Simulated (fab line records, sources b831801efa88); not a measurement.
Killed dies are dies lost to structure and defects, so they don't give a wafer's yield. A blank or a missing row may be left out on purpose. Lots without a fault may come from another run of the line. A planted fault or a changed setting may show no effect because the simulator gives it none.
Chamber matching | flow sky130 | SKY_FIELD_ISO_CMP_27 on cmp-01: 4 sister chambers
The step polishes, stops on Si3N4, t overpolish 16 s, target thk 457.8 nm. 4 wafers are shown with their chamber, then 8 later ones without.

WAFERS WITH THEIR CHAMBER
wafer  | chamber | motor_current_A (A)
L206.1 | 3       | 11.3
L207.5 | 0       | 10.9
L209.5 | 1       | 9.6
L223.1 | 2       | 12.0

WAFERS WITHOUT THEIR CHAMBER
wafer  | motor_current_A (A)
L223.4 | 9.2
L223.5 | 12.6
L224.1 | 9.6
L224.3 | 13.0
L224.4 | 11.0
L225.2 | 12.5
L225.4 | 9.2
L225.5 | 12.1

WHICH CHAMBER EACH WENT THROUGH
wafer  | from the rows above          | in truth
L223.4 | 1                            | 1
L223.5 | can't be placed: 2 or 3      | 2
L224.1 | 1                            | 1
L224.3 | can't be placed: 2 or 3      | 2
L224.4 | can't be placed: 0 or 3 or 2 | 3
L225.2 | can't be placed: 2 or 3      | 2
L225.4 | 1                            | 1
L225.5 | can't be placed: 2 or 3      | 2
Placed correctly: 3 of 8. Can't be placed from these rows: 5 (the true chamber is among the candidates in 5). Placed wrongly: 0.
How it was worked out, from the rows above alone: a wafer's distance from a chamber is the root of the sum, over the readings, of the square of ((its reading less the chamber's mean) divided by the reading's scatter). The wafer belongs to the nearest chamber; if the next one is less than 2 further off, it can't be placed. A chamber's mean is the mean of its shown wafers. The scatter: with one shown wafer a chamber, the root of the mean of the squares of how far each hidden wafer lies from its nearest shown one.
